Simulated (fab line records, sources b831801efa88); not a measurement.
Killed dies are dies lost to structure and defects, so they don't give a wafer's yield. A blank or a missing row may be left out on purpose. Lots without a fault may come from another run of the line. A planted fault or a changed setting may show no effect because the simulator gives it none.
fab line records | flow sky130
record lots=5 wafers=15 last_day=49
route steps=708 shown RES_XHIGH@339 SD_N@342 SD_P@359 SALICIDE@361 LI_CONTACT@362
lots that met no fault: from a run of the same line without faults
start_h: hours from the record's first day to the start of the lot's first wafer shown | wait_h: hours since the lot's step before | " the same as in the row above | L1.1+2: a row that stands for several wafers | - no value, or no start given | * or withheld: withheld | < > ~ a bound
route shown NAME@n: a module of which the file shows steps, and the number in the route of the first | usual: mean/standard deviation of fault-free wafers | same: alike in all rows | chamber/n: place in a boat | sites: the reading at each site | _std_site: their standard deviation | _edge_site: outer sites' mean less inner sites' | radius_mm: how far each site lies from the wafer's centre | mask NAME#n: copy n | behind: the tool/chamber that last shaped the wafer | hold: why the lot was held/for how many hours/how that ended | device: the transistor (n, p or np) that didn't switch | end of line: the same wafers' tests at the end of the route | a step without rows: its recipe alone | killed: dies lost to structure and defects at the first sort, not the wafer's yield | map: a wafer's dies, x killed, . not, _ none there
set.NAME: the setting as run; set.NAME@STEP: as run at that earlier step | model.NAME: the simulator's own value behind a step, which no gauge read
lots at some steps of the route; a table a step, a row a wafer
services: from which hour (start_h, from the record's first day; less than 0 if before it) a tool's chamber was out of use, for how many hours, and why
## steps
# step SKY_RES_XHIGH_IMPLANT_07
# recipe species=BF2 energy_kev=20 dose_cm2=3.6e+14 tilt_deg=0
# columns lot.wafer tool chamber start_h wait_h
L074.2+4+5 implanter-01 0 623.11 0.1
L083.1+3+4 implanter-03 0 694.73 0.1
L085.2+3+4 implanter-02 0 708.36 0.1
L089.2+3+6 implanter-02 0 741.45 0.1
L095.1+2+4 implanter-02 0 785.15 0.1
# step SKY_RES_XHIGH_STRIP_08
# recipe chemistry=O2/N2 power_w=1400 pressure_mtorr=1500 platen_temp_c=withheld o2_flow_sccm=3000 n2_flow_sccm=300 overash_fraction=0.5
# usual drypump_motor_current_A=5.7/0.53 oes_product_au=0.711/0.0047 strip_time_to_endpoint_s=14.26/0.044
# columns lot.wafer tool chamber start_h wait_h drypump_motor_current_A oes_product_au rf_hours_counter_h strip_time_to_endpoint_s
L074.2 plasma_asher-03 0 623.23 0.1 4.9 0.712 79 14.16
L074.4 " 0 " " 4.9 0.718 - 14.22
L074.5 " 1 " " 5.9 0.705 - 14.16
L083.1 plasma_asher-01 0 694.88 0.1 6.5 0.706 27 14.27
L083.3 " 0 " " 6.5 0.712 - 14.29
L083.4 " 1 " " 6.1 0.711 - 14.26
L085.2 plasma_asher-02 1 708.48 0.1 5.3 0.714 60 14.30
L085.3 " 0 " " 5.7 0.714 - 14.26
L085.4 " 1 " " 5.3 0.705 - 14.29
L089.2 plasma_asher-03 0 741.57 0.1 4.9 0.703 91 14.27
L089.3 " 1 " " 5.9 0.708 - 14.24
L089.6 " 1 " " 5.9 0.714 - 14.25
L095.1 plasma_asher-03 1 785.30 0.1 5.9 0.710 95 14.34
L095.2 " 0 " " 4.9 0.704 95 14.24
L095.4 " 0 " " 4.9 0.708 - 14.34
# step SKY_RES_XHIGH_TW_MEAS_09
# usual RES_XHIGH_TW=1640/8.6
# columns lot.wafer tool chamber start_h wait_h RES_XHIGH_TW
L074.2 film_metro-02 - 623.34 0.1 1637
L074.4 " - " " 1642
L074.5 " - " " 1642
L083.1 film_metro-03 - 694.98 0.1 1630
L083.3 " - " " 1644
L083.4 " - " " 1640
L085.2 film_metro-02 - 708.59 0.1 1650
L085.3 " - " " 1644
L085.4 " - " " 1651
L089.2 film_metro-02 - 741.68 0.1 1634
L089.3 " - " " 1643
L089.6 " - " " 1634
L095.1 film_metro-03 - 785.40 0.1 1636
L095.2 " - " " 1636
L095.4 " - " " 1638
# step SKY_SD_N_DEHYDRATE_00
# recipe temp_c=200 time_s=60
# usual chill_plate_temp_C=23.01/0.1
# columns lot.wafer tool chamber start_h wait_h chill_plate_temp_C
L074.2 litho_track-01 0 637.30 13.9 22.99
L074.4 " 0 " " 22.97
L074.5 " 0 " " 22.88
L083.1 litho_track-04 0 707.26 12.3 22.88
L083.3 " 0 " " 23.02
L083.4 " 0 " " 22.84
L085.2 litho_track-01 0 722.95 14.3 23.05
L085.3 " 0 " " 22.89
L085.4 " 0 " " 23.15
L089.2 litho_track-04 0 754.93 13.2 23.16
L089.3 " 0 " " 23.01
L089.6 " 0 " " 23.11
L095.1 litho_track-01 0 797.42 12.0 23.08
L095.2 " 0 " " 23.28
L095.4 " 0 " " 23.09
# step SKY_SD_N_HMDS_01
# recipe prime_time_s=60 prime_temp_c=120
# usual chill_plate_temp_C=22.98/0.1
# columns lot.wafer tool chamber start_h wait_h chill_plate_temp_C
L074.2 litho_track-01 0 637.45 0.1 22.86
L074.4 " 0 " " 22.86
L074.5 " 0 " " 22.84
L083.1 litho_track-04 0 707.41 0.1 23.08
L083.3 " 0 " " 23.14
L083.4 " 0 " " 23.13
L085.2 litho_track-01 0 723.10 0.1 23.00
L085.3 " 0 " " 22.83
L085.4 " 0 " " 22.98
L089.2 litho_track-04 0 755.08 0.1 22.89
L089.3 " 0 " " 23.05
L089.6 " 0 " " 22.93
L095.1 litho_track-01 0 797.57 0.1 22.79
L095.2 " 0 " " 22.99
L095.4 " 0 " " 22.85
# step SKY_SD_N_COAT_02
# recipe resist=NOVOLAK spin_rpm=3000 resist_thk_nm=1140
# usual chill_plate_temp_C=22.98/0.097 spin_speed_rpm=3000.0/2.1
# columns lot.wafer tool chamber start_h wait_h chill_plate_temp_C spin_speed_rpm
L074.2 litho_track-01 0 637.60 0.1 23.01 2996.6
L074.4 " 0 " " 22.89 2999.1
L074.5 " 0 " " 22.99 3001.2
L083.1 litho_track-04 0 707.56 0.1 23.07 2996.8
L083.3 " 0 " " 23.03 2997.4
L083.4 " 0 " " 23.01 2998.0
L085.2 litho_track-01 0 723.25 0.1 22.95 3000.4
L085.3 " 0 " " 23.05 3000.2
L085.4 " 0 " " 23.06 3000.8
L089.2 litho_track-04 0 755.23 0.1 23.12 2996.4
L089.3 " 0 " " 22.95 3002.2
L089.6 " 0 " " 23.11 2997.0
L095.1 litho_track-01 0 797.72 0.1 22.97 3001.6
L095.2 " 0 " " 23.09 3003.9
L095.4 " 0 " " 22.91 3003.8
# step SKY_SD_N_SOFTBAKE_03
# recipe temp_c=90 time_s=60 resist=NOVOLAK
# usual chill_plate_temp_C=22.99/0.1
# columns lot.wafer tool chamber start_h wait_h chill_plate_temp_C
L074.2 litho_track-01 0 637.75 0.1 22.99
L074.4 " 0 " " 22.91
L074.5 " 0 " " 22.79
L083.1 litho_track-04 0 707.71 0.1 22.86
L083.3 " 0 " " 23.12
L083.4 " 0 " " 22.92
L085.2 litho_track-01 0 723.40 0.1 23.20
L085.3 " 0 " " 23.15
L085.4 " 0 " " 22.96
L089.2 litho_track-04 0 755.38 0.1 23.11
L089.3 " 0 " " 23.16
L089.6 " 0 " " 23.09
L095.1 litho_track-01 0 797.87 0.1 23.05
L095.2 " 0 " " 23.03
L095.4 " 0 " " 22.99
# step SKY_SD_N_EXPOSE_04
# recipe mask_id=NSDM na=0.6 source_shape=conventional sigma_outer=0.6 polarization=unpolarized target_cd_nm=380 dose_mj=141
# usual stage_vel_mm_s=499.99/0.21
# columns lot.wafer tool chamber start_h wait_h mask stage_vel_mm_s
L074.2 iline_stepper-02 0 - - NSDM#0 499.75
L074.4 " 0 " " NSDM#0 500.21
L074.5 " 0 " " NSDM#0 499.87
L083.1 iline_stepper-02 0 - - NSDM#0 499.88
L083.3 " 0 " " NSDM#0 500.13
L083.4 " 0 " " NSDM#0 499.74
L085.2 iline_stepper-02 0 - - NSDM#0 499.84
L085.3 " 0 " " NSDM#0 499.85
L085.4 " 0 " " NSDM#0 499.87
L089.2 iline_stepper-02 0 - - NSDM#0 499.67
L089.3 " 0 " " NSDM#0 500.00
L089.6 " 0 " " NSDM#0 500.17
L095.1 iline_stepper-02 0 - - NSDM#0 499.98
L095.2 " 0 " " NSDM#0 499.76
L095.4 " 0 " " NSDM#0 499.56
# step SKY_SD_N_PEB_05
# recipe temp_c=withheld time_s=* resist=NOVOLAK
# usual chill_plate_temp_C=*
# columns lot.wafer tool chamber start_h wait_h chill_plate_temp_C
L074.2 litho_track-02 0 - - *
L074.4 " 0 " " *
L074.5 " 0 " " *
L083.1 litho_track-01 0 - - *
L083.3 " 0 " " *
L083.4 " 0 " " *
L085.2 litho_track-02 0 - - *
L085.3 " 0 " " *
L085.4 " 0 " " *
L089.2 litho_track-04 0 - - *
L089.3 " 0 " " *
L089.6 " 0 " " *
L095.1 litho_track-04 0 - - *
L095.2 " 0 " " *
L095.4 " 0 " " *
# step SKY_SD_N_DEVELOP_06
# recipe resist=NOVOLAK developer=TMAH develop_time_s=60 dev_temp_c=23
# usual chill_plate_temp_C=23.00/0.1
# columns lot.wafer tool chamber start_h wait_h chill_plate_temp_C
L074.2 litho_track-02 0 651.11 0.1 22.95
L074.4 " 0 " " 22.99
L074.5 " 0 " " 22.89
L083.1 litho_track-01 0 722.42 0.1 22.81
L083.3 " 0 " " 22.86
L083.4 " 0 " " 22.89
L085.2 litho_track-02 0 736.71 0.1 23.00
L085.3 " 0 " " 23.02
L085.4 " 0 " " 22.95
L089.2 litho_track-04 0 768.33 0.1 22.95
L089.3 " 0 " " 23.02
L089.6 " 0 " " 23.08
L095.1 litho_track-04 0 811.26 0.1 22.96
L095.2 " 0 " " 23.02
L095.4 " 0 " " 23.03
# step SKY_SD_N_CD_MEAS_07
# recipe target_cd_nm=380
# usual cd_nm=379.8/2.8
# columns lot.wafer tool chamber start_h wait_h cd_nm
L074.2 cd_sem-01 - 651.25 0.1 380.5
L074.4 " - " " 379.9
L074.5 " - " " 379.8
L083.1 cd_sem-01 - 722.57 0.1 378.2
L083.3 " - " " 380.0
L083.4 " - " " 379.0
L085.2 cd_sem-01 - 736.86 0.1 378.1
L085.3 " - " " 379.2
L085.4 " - " " 378.1
L089.2 cd_sem-02 - 768.48 0.1 381.3
L089.3 " - " " 384.5
L089.6 " - " " 381.7
L095.1 cd_sem-02 - 811.41 0.1 377.0
L095.2 " - " " 375.6
L095.4 " - " " 376.6
# step SKY_SD_N_OVL_MEAS_08
# usual SD_N_OVL=-0.8/1.1
# columns lot.wafer tool chamber start_h wait_h SD_N_OVL[nm]
L074.2 overlay-02 - 651.36 0.1 0.3
L074.4 " - " " -3.4
L074.5 " - " " 0.2
L083.1 overlay-01 - 722.69 0.1 -0.9
L083.3 " - " " -1.9
L083.4 " - " " -0.2
L085.2 overlay-01 - 736.96 0.1 0.5
L085.3 " - " " -0.8
L085.4 " - " " 0.5
L089.2 overlay-02 - 768.58 0.1 0.1
L089.3 " - " " -0.8
L089.6 " - " " -1.7
L095.1 overlay-01 - 811.53 0.1 -2.4
L095.2 " - " " -2.3
L095.4 " - " " -4.0
# step SKY_SD_N_IMPLANT_09
# recipe species=As energy_kev=49.23 dose_cm2=4e+15 tilt_deg=0
# columns lot.wafer tool chamber start_h wait_h
L074.2+4+5 implanter-04 0 651.42 0.0
L083.1+3+4 implanter-04 0 722.73 0.0
L085.2+3+4 implanter-02 0 737.02 0.0
L089.2+3+6 implanter-04 0 768.64 0.0
L095.1+2+4 implanter-04 0 811.56 0.0
# step SKY_SD_N_IMPLANT_10
# recipe species=P energy_kev=20 dose_cm2=1e+14 tilt_deg=0
# columns lot.wafer tool chamber start_h wait_h
L074.2+4+5 implanter-04 0 651.57 0.1
L083.1+3+4 implanter-04 0 722.88 0.1
L085.2+3+4 implanter-02 0 737.17 0.1
L089.2+3+6 implanter-04 0 768.79 0.1
L095.1+2+4 implanter-04 0 811.71 0.1
# step SKY_SD_N_STRIP_11
# recipe chemistry=O2/N2 power_w=1400 pressure_mtorr=1500 platen_temp_c=withheld o2_flow_sccm=3000 n2_flow_sccm=300 overash_fraction=0.5
# usual drypump_motor_current_A=5.5/0.43 oes_product_au=0.528/0.0041 strip_time_to_endpoint_s=22.43/0.037
# columns lot.wafer tool chamber start_h wait_h drypump_motor_current_A oes_product_au rf_hours_counter_h strip_time_to_endpoint_s
L074.2 plasma_asher-04 0 651.69 0.1 6.0 0.528 94 22.43
L074.4 " 0 " " 6.0 0.527 - 22.45
L074.5 " 0 " " 6.0 0.529 - 22.38
L083.1 plasma_asher-04 1 723.03 0.1 4.9 0.529 101 22.46
L083.3 " 0 " " 6.0 0.520 - 22.38
L083.4 " 1 " " 4.9 0.525 - 22.45
L085.2 plasma_asher-03 1 737.29 0.1 5.9 0.535 91 22.44
L085.3 " 0 " " 4.9 0.529 - 22.39
L085.4 " 1 " " 5.9 0.527 - 22.45
L089.2 plasma_asher-02 1 768.91 0.1 5.4 0.529 66 22.44
L089.3 " 1 " " 5.3 0.528 - 22.45
L089.6 " 1 " " 5.3 0.532 - 22.46
L095.1 plasma_asher-03 0 811.86 0.1 4.9 0.529 98 22.52
L095.2 " 1 " " 5.9 0.533 98 22.52
L095.4 " 1 " " 5.9 0.520 - 22.50
# step SKY_SD_N_TW_MEAS_12
# usual SD_N_TW=3968/20
# columns lot.wafer tool chamber start_h wait_h SD_N_TW
L074.2 film_metro-02 - 651.80 0.1 3991
L074.4 " - " " 3987
L074.5 " - " " 3988
L083.1 film_metro-02 - 723.13 0.1 3976
L083.3 " - " " 3973
L083.4 " - " " 3964
L085.2 film_metro-03 - 737.40 0.1 3972
L085.3 " - " " 3991
L085.4 " - " " 3969
L089.2 film_metro-03 - 769.02 0.1 3935
L089.3 " - " " 3944
L089.6 " - " " 3946
L095.1 film_metro-01 - 811.96 0.1 3961
L095.2 " - " " 3989
L095.4 " - " " 3977
# step SKY_SD_N_CLEAN_13
# recipe chemistry=SC1/SC2 mix=1:4:20 temp_c=70 time_s=150 dry=n2_spin
# columns lot.wafer tool chamber start_h wait_h
L074.2+4+5 wet_bench-01 2 651.85 0.0
L083.1+3+4 wet_bench-03 1 723.19 0.1
L085.2+3+4 wet_bench-02 2 737.45 0.0
L089.2+3+6 wet_bench-01 3 769.07 0.0
L095.1+2+4 wet_bench-03 2 812.02 0.1
# step SKY_SD_N_RTA_14
# recipe temp_c=1075 time_s=2 idle_temp_c=650 ramp_up_c_per_s=150 ramp_down_c_per_s=90 ambient=N2
# usual lamp_power_pct=15.74/0.046 wafer_temp_C_max=1077.9/1.2
# columns lot.wafer tool chamber start_h wait_h lamp_power_pct wafer_temp_C_max
L074.2 rtp_anneal-02 0 651.96 0.0 15.78 1077.5
L074.4 " 0 " " 15.65 1079.0
L074.5 " 0 " " 15.78 1076.8
L083.1 rtp_anneal-02 0 723.24 0.0 15.69 1079.1
L083.3 " 0 " " 15.73 1078.6
L083.4 " 0 " " 15.76 1079.1
L085.2 rtp_anneal-02 0 737.56 0.0 15.72 1077.6
L085.3 " 0 " " 15.68 1079.8
L085.4 " 0 " " 15.79 1077.4
L089.2 rtp_anneal-02 0 769.13 0.0 15.70 1078.8
L089.3 " 0 " " 15.75 1076.6
L089.6 " 0 " " 15.73 1075.4
L095.1 rtp_anneal-02 0 812.07 0.0 15.78 1075.2
L095.2 " 0 " " 15.72 1078.4
L095.4 " 0 " " 15.80 1077.9
# step SKY_SD_N_RS_MEAS_16
# recipe thk_meas_gauge=four-point-probe
# usual SD_N_RS=69.00/0.1
# columns lot.wafer tool chamber start_h wait_h SD_N_RS[ohm/sq]
L074.2 film_metro-01 - 652.14 0.1 69.14
L074.4 " - " " 69.22
L074.5 " - " " 69.11
L083.1 film_metro-03 - 723.41 0.1 68.97
L083.3 " - " " 68.94
L083.4 " - " " 69.11
L085.2 film_metro-02 - 737.74 0.1 68.88
L085.3 " - " " 68.90
L085.4 " - " " 68.87
L089.2 film_metro-03 - 769.32 0.1 69.04
L089.3 " - " " 69.04
L089.6 " - " " 68.88
L095.1 film_metro-03 - 812.25 0.1 69.03
L095.2 " - " " 69.00
L095.4 " - " " 69.08
# step SKY_SD_N_RS_MEAS_17
# recipe thk_meas_gauge=four-point-probe
# usual SD_P_RS=148.1/0.3
# columns lot.wafer tool chamber start_h wait_h SD_P_RS[ohm/sq]
L074.2 film_metro-01 - 652.26 0.1 148.3
L074.4 " - " " 148.0
L074.5 " - " " 148.4
L083.1 film_metro-03 - 723.53 0.1 148.3
L083.3 " - " " 148.1
L083.4 " - " " 148.0
L085.2 film_metro-02 - 737.86 0.1 148.1
L085.3 " - " " 147.8
L085.4 " - " " 147.4
L089.2 film_metro-03 - 769.44 0.1 147.9
L089.3 " - " " 148.0
L089.6 " - " " 147.7
L095.1 film_metro-03 - 812.37 0.1 148.2
L095.2 " - " " 148.2
L095.4 " - " " 148.0
# step SKY_SD_N_RS_MEAS_18
# recipe thk_meas_gauge=four-point-probe
# usual RES_XHIGH_RS=332.9/1.2
# columns lot.wafer tool chamber start_h wait_h RES_XHIGH_RS[ohm/sq]
L074.2 film_metro-01 - 652.38 0.1 335.3
L074.4 " - " " 335.2
L074.5 " - " " 335.2
L083.1 film_metro-03 - 723.65 0.1 335.8
L083.3 " - " " 333.9
L083.4 " - " " 333.2
L085.2 film_metro-02 - 737.98 0.1 334.0
L085.3 " - " " 333.3
L085.4 " - " " 332.2
L089.2 film_metro-03 - 769.56 0.1 334.1
L089.3 " - " " 333.0
L089.6 " - " " 334.6
L095.1 film_metro-03 - 812.49 0.1 332.1
L095.2 " - " " 331.4
L095.4 " - " " 331.5
# step SKY_SALICIDE_CLEAN_00
# recipe chemistry=HF-last time_s=30 dilution=100:1 dry=ipa_marangoni
# columns lot.wafer tool chamber start_h wait_h
L074.2+4+5 wet_bench-02 1 652.48 0.1
L083.1+3+4 wet_bench-02 0 723.77 0.1
L085.2+3+4 wet_bench-01 0 738.08 0.1
L089.2+3+6 wet_bench-02 1 769.66 0.1
L095.1+2+4 wet_bench-01 2 812.61 0.1
# step SKY_LI_CONTACT_HDPCVD_00
# recipe material=PSG target_thk_nm=930 sigma_open_frac=0.3 time_s=155 temp_c=600 sih4_flow_sccm=60 pressure_mtorr=6
# usual sih4_flow_sccm=60.00/0.18
# columns lot.wafer tool chamber start_h wait_h sih4_flow_sccm
L074.2 hdpcvd-01 1 652.57 0.1 59.97
L074.4 " 1 " " 60.30
L074.5 " 2 " " 59.80
L083.1 hdpcvd-02 0 723.80 0.0 59.71
L083.3 " 1 " " 59.94
L083.4 " 1 " " 60.05
L085.2 hdpcvd-01 2 738.10 0.0 59.85
L085.3 " 0 " " 59.99
L085.4 " 1 " " 60.06
L089.2 hdpcvd-01 1 769.67 0.0 60.18
L089.3 " 0 " " 60.10
L089.6 " 1 " " 60.26
L095.1 hdpcvd-01 0 812.63 0.0 59.41
L095.2 " 1 " " 60.10
L095.4 " 0 " " 59.80
# step SKY_LI_CONTACT_THK_MEAS_01
# recipe reads=PSG_of_LI_CONTACT_HDPCVD_00
# usual LI_CONTACT_HDPCVD_THK=930/7.7
# columns lot.wafer tool chamber start_h wait_h LI_CONTACT_HDPCVD_THK[nm]
L074.2 film_metro-03 - 652.69 0.1 935
L074.4 " - " " 937
L074.5 " - " " 941
L083.1 film_metro-02 - 723.91 0.1 937
L083.3 " - " " 921
L083.4 " - " " 928
L085.2 film_metro-01 - 738.22 0.1 923
L085.3 " - " " 930
L085.4 " - " " 934
L089.2 film_metro-02 - 769.79 0.1 932
L089.3 " - " " 933
L089.6 " - " " 927
L095.1 film_metro-02 - 812.73 0.1 922
L095.2 " - " " 923
L095.4 " - " " 922
# step SKY_LI_CONTACT_CMP_02
# recipe material=PSG down_force_psi=4 platen_rpm=60 pad_velocity_m_s=0.94248
# usual head_pressure_psi=4.000/0.0084 motor_current_A=12.0/0.88 time_to_endpoint_s=32.3/2.3
# columns lot.wafer tool chamber start_h wait_h head_pressure_psi motor_current_A time_to_endpoint_s
L074.2 cmp-02 0 652.89 0.2 4.001 11.5 35.1
L074.4 " 1 " " 4.006 13.1 33.8
L074.5 " 3 " " 4.007 12.9 33.7
L083.3 cmp-02 2 724.25 0.3 4.010 11.7 30.5
L083.4 " 3 " " 3.996 12.3 34.3
L083.1 " 0 " " 3.993 11.4 33.8
L085.4 cmp-01 0 738.27 0.0 4.005 12.5 29.3
L085.3 " 2 " " 3.986 11.3 26.1
L085.2 " 3 " " 3.998 12.0 33.1
L089.3 cmp-02 3 769.94 0.1 4.006 12.1 33.0
L089.2 " 0 " " 4.001 12.5 33.8
L089.6 " 1 " " 3.993 14.3 31.5
L095.1 cmp-01 0 812.79 0.1 4.001 12.0 27.2
L095.4 " 2 " " 4.011 10.7 30.3
L095.2 " 3 " " 3.985 11.2 30.8
# step SKY_LI_CONTACT_BOW_MEAS_03
# recipe mode=bow
# usual LI_CONTACT_BOW=56/7
# columns lot.wafer tool chamber start_h wait_h LI_CONTACT_BOW[um]
L074.2 film_metro-02 - 653.11 0.2 61
L074.4 " - " " 50
L074.5 " - " " 45
L083.1 film_metro-03 - 724.50 0.1 58
L083.3 " - " " 59
L083.4 " - " " 61
L085.2 film_metro-01 - 738.59 0.1 50
L085.3 " - " " 66
L085.4 " - " " 54
L089.2 film_metro-02 - 770.16 0.1 43
L089.3 " - " " 54
L089.6 " - " " 62
L095.1 film_metro-03 - 813.09 0.2 52
L095.2 " - " " 58
L095.4 " - " " 42
# step SKY_LI_CONTACT_DEHYDRATE_04
# recipe temp_c=200 time_s=60
# usual chill_plate_temp_C=23.03/0.12
# columns lot.wafer tool chamber start_h wait_h chill_plate_temp_C
L074.2 litho_track-03 0 667.28 14.1 22.89
L074.4 " 0 " " 22.99
L074.5 " 0 " " 22.94
L083.1 litho_track-02 0 736.84 12.3 23.00
L083.3 " 0 " " 23.05
L083.4 " 0 " " 23.02
L085.2 litho_track-03 0 752.78 14.2 23.04
L085.3 " 0 " " 23.26
L085.4 " 0 " " 22.95
L089.2 litho_track-04 0 783.03 12.9 22.90
L089.3 " 0 " " 23.05
L089.6 " 0 " " 22.97
L095.1 litho_track-02 0 825.54 12.4 23.06
L095.2 " 0 " " 23.05
L095.4 " 0 " " 22.99
# step SKY_LI_CONTACT_HMDS_05
# recipe prime_time_s=60 prime_temp_c=120
# usual chill_plate_temp_C=23.00/0.099
# columns lot.wafer tool chamber start_h wait_h chill_plate_temp_C
L074.2 litho_track-03 0 667.43 0.1 23.07
L074.4 " 0 " " 23.05
L074.5 " 0 " " 22.95
L083.1 litho_track-02 0 736.99 0.1 22.86
L083.3 " 0 " " 22.80
L083.4 " 0 " " 22.82
L085.2 litho_track-03 0 752.93 0.1 23.02
L085.3 " 0 " " 23.02
L085.4 " 0 " " 22.89
L089.2 litho_track-04 0 783.18 0.1 23.01
L089.3 " 0 " " 22.85
L089.6 " 0 " " 22.86
L095.1 litho_track-02 0 825.69 0.1 23.05
L095.2 " 0 " " 23.01
L095.4 " 0 " " 22.91
# step SKY_LI_CONTACT_COAT_06
# recipe resist=BARC temp_c=withheld time_s=withheld spin_rpm=3000 resist_thk_nm=60
# usual chill_plate_temp_C=* spin_speed_rpm=3000.0/2.1
# columns lot.wafer tool chamber start_h wait_h chill_plate_temp_C spin_speed_rpm
L074.2 litho_track-03 0 667.58 0.1 * 3000.5
L074.4 " 0 " " * 2997.9
L074.5 " 0 " " * 2998.5
L083.1 litho_track-02 0 737.14 0.1 * 3002.6
L083.3 " 0 " " * 2997.4
L083.4 " 0 " " * 2998.4
L085.2 litho_track-03 0 753.08 0.1 * 3001.2
L085.3 " 0 " " * 2997.8
L085.4 " 0 " " * 3004.7
L089.2 litho_track-04 0 783.33 0.1 * 2997.9
L089.3 " 0 " " * 2997.7
L089.6 " 0 " " * 2998.0
L095.1 litho_track-02 0 825.84 0.1 * 2999.9
L095.2 " 0 " " * 2998.4
L095.4 " 0 " " * 2998.0
# step SKY_LI_CONTACT_COAT_07
# recipe resist=KrF-thick spin_rpm=3000 resist_thk_nm=450
# usual chill_plate_temp_C=22.98/0.13 spin_speed_rpm=3000.4/2.3
# columns lot.wafer tool chamber start_h wait_h chill_plate_temp_C spin_speed_rpm
L074.2 litho_track-03 0 - - 22.66 2999.6
L074.4 " 0 " " 22.85 3002.2
L074.5 " 0 " " 22.97 3002.5
L083.1 litho_track-02 0 - - 22.86 3002.7
L083.3 " 0 " " 22.91 3002.7
L083.4 " 0 " " 22.79 3000.8
L085.2 litho_track-03 0 - - 23.00 3005.2
L085.3 " 0 " " 22.94 3002.2
L085.4 " 0 " " 22.96 3002.4
L089.2 litho_track-04 0 - - 22.77 2997.6
L089.3 " 0 " " 22.73 3003.2
L089.6 " 0 " " 22.91 3000.8
L095.1 litho_track-02 0 - - 23.02 3002.1
L095.2 " 0 " " 22.98 3000.6
L095.4 " 0 " " 23.09 3003.5
# step SKY_LI_CONTACT_SOFTBAKE_08
# recipe temp_c=100 time_s=90 resist=KrF-thick
# usual chill_plate_temp_C=23.02/0.1
# columns lot.wafer tool chamber start_h wait_h chill_plate_temp_C
L074.2 litho_track-03 0 - - 23.01
L074.4 " 0 " " 23.13
L074.5 " 0 " " 22.98
L083.1 litho_track-02 0 - - 22.98
L083.3 " 0 " " 23.11
L083.4 " 0 " " 23.27
L085.2 litho_track-03 0 - - 22.95
L085.3 " 0 " " 23.04
L085.4 " 0 " " 22.95
L089.2 litho_track-04 0 - - 23.05
L089.3 " 0 " " 22.91
L089.6 " 0 " " 22.97
L095.1 litho_track-02 0 - - 22.92
L095.2 " 0 " " 23.08
L095.4 " 0 " " 22.98
# step SKY_LI_CONTACT_EXPOSE_09
# recipe mask_id=LICM1 na=0.8 source_shape=annular sigma_inner=0.55 sigma_outer=0.85 target_cd_nm=170 dose_mj=38
# usual stage_vel_mm_s=500.00/0.24
# columns lot.wafer tool chamber start_h wait_h mask stage_vel_mm_s
L074.2 krf_scanner-01 0 - - LICM1#0 500.31
L074.4 " 0 " " LICM1#0 500.27
L074.5 " 0 " " LICM1#0 499.95
L083.1 krf_scanner-02 0 - - LICM1#0 500.01
L083.3 " 0 " " LICM1#0 500.00
L083.4 " 0 " " LICM1#0 500.31
L085.2 krf_scanner-02 0 - - LICM1#0 499.91
L085.3 " 0 " " LICM1#0 499.76
L085.4 " 0 " " LICM1#0 499.40
L089.2 krf_scanner-02 0 - - LICM1#0 500.14
L089.3 " 0 " " LICM1#0 500.26
L089.6 " 0 " " LICM1#0 500.40
L095.1 krf_scanner-02 0 - - LICM1#0 499.91
L095.2 " 0 " " LICM1#0 500.16
L095.4 " 0 " " LICM1#0 500.01
# step SKY_LI_CONTACT_PEB_10
# recipe peb_temp_c=withheld peb_time_s=withheld resist=KrF-thick
# usual chill_plate_temp_C=*
# columns lot.wafer tool chamber start_h wait_h chill_plate_temp_C
L074.2 litho_track-02 0 - - *
L074.4 " 0 " " *
L074.5 " 0 " " *
L083.1 litho_track-04 0 - - *
L083.3 " 0 " " *
L083.4 " 0 " " *
L085.2 litho_track-03 0 - - *
L085.3 " 0 " " *
L085.4 " 0 " " *
L089.2 litho_track-02 0 - - *
L089.3 " 0 " " *
L089.6 " 0 " " *
L095.1 litho_track-03 0 - - *
L095.2 " 0 " " *
L095.4 " 0 " " *
# step SKY_LI_CONTACT_DEVELOP_11
# recipe develop_time_s=60 resist=KrF-thick dev_temp_c=21
# usual chill_plate_temp_C=23.01/0.12
# columns lot.wafer tool chamber start_h wait_h chill_plate_temp_C
L074.2 litho_track-02 0 - - 22.91
L074.4 " 0 " " 23.05
L074.5 " 0 " " 22.96
L083.1 litho_track-04 0 - - 23.29
L083.3 " 0 " " 23.21
L083.4 " 0 " " 23.18
L085.2 litho_track-03 0 - - 22.96
L085.3 " 0 " " 23.12
L085.4 " 0 " " 22.99
L089.2 litho_track-02 0 - - 22.92
L089.3 " 0 " " 22.91
L089.6 " 0 " " 22.93
L095.1 litho_track-03 0 - - 22.87
L095.2 " 0 " " 22.92
L095.4 " 0 " " 22.96
# step SKY_LI_CONTACT_CD_MEAS_12
# recipe target_cd_nm=170
# usual cd_nm=169.8/1.8
# columns lot.wafer tool chamber start_h wait_h cd_nm
L074.2 cd_sem-02 - 681.45 - 171.6
L074.4 " - " " 170.4
L074.5 " - " " 172.8
L083.1 cd_sem-02 - 751.61 - 170.3
L083.3 " - " " 169.3
L083.4 " - " " 169.8
L085.2 cd_sem-02 - 766.77 - 167.8
L085.3 " - " " 168.1
L085.4 " - " " 167.2
L089.2 cd_sem-01 - 796.51 - 170.2
L089.3 " - " " 170.7
L089.6 " - " " 171.6
L095.1 cd_sem-02 - 839.15 - 167.4
L095.2 " - " " 168.8
L095.4 " - " " 168.8
# step SKY_LI_CONTACT_OVL_MEAS_13
# usual LI_CONTACT_OVL=3/5.7
# columns lot.wafer tool chamber start_h wait_h LI_CONTACT_OVL[nm]
L074.2 overlay-01 - 681.56 0.1 11
L074.4 " - " " 4
L074.5 " - " " 9
L083.1 overlay-01 - 751.73 0.1 1
L083.3 " - " " -2
L083.4 " - " " 4
L085.2 overlay-02 - 766.88 0.1 5
L085.3 " - " " 3
L085.4 " - " " 6
L089.2 overlay-02 - 796.61 0.1 5
L089.3 " - " " -3
L089.6 " - " " 0
L095.1 overlay-02 - 839.27 0.1 9
L095.2 " - " " 11
L095.4 " - " " 5
## services
# columns tool chamber start_h hours kind
iline_stepper-02 - 605.51 1.7 pm
krf_scanner-02 - 609.17 0.7 repair
cmp-02 - 618.48 0.4 repair
iline_stepper-02 - 631.29 4.4 pm
implanter-02 - 637.43 3.3 pm
cmp-02 - 668.07 1.4 repair
krf_scanner-02 - 680.24 1.8 repair
krf_scanner-02 - 703.36 1.0 pm
cmp-02 - 706.80 4.2 repair
krf_scanner-02 - 711.32 0.8 pm
krf_scanner-02 - 713.13 1.3 pm
implanter-04 - 715.84 2.7 repair
cmp-02 - 744.03 4.0 pm
implanter-02 - 760.72 0.7 repair
implanter-04 - 765.50 0.5 repair
plasma_asher-03 - 777.19 2.8 pm
hdpcvd-01 1 791.57 4.0 repair
krf_scanner-02 - 805.53 4.4 pm
krf_scanner-02 - 814.02 3.6 pm
hdpcvd-01 - 815.64 1.7 repair
cmp-02 - 818.41 2.4 repair
iline_stepper-02 - 820.99 2.1 pm
iline_stepper-02 - 823.77 1.7 pm
plasma_asher-03 - 826.17 1.5 repair
## key
fault none
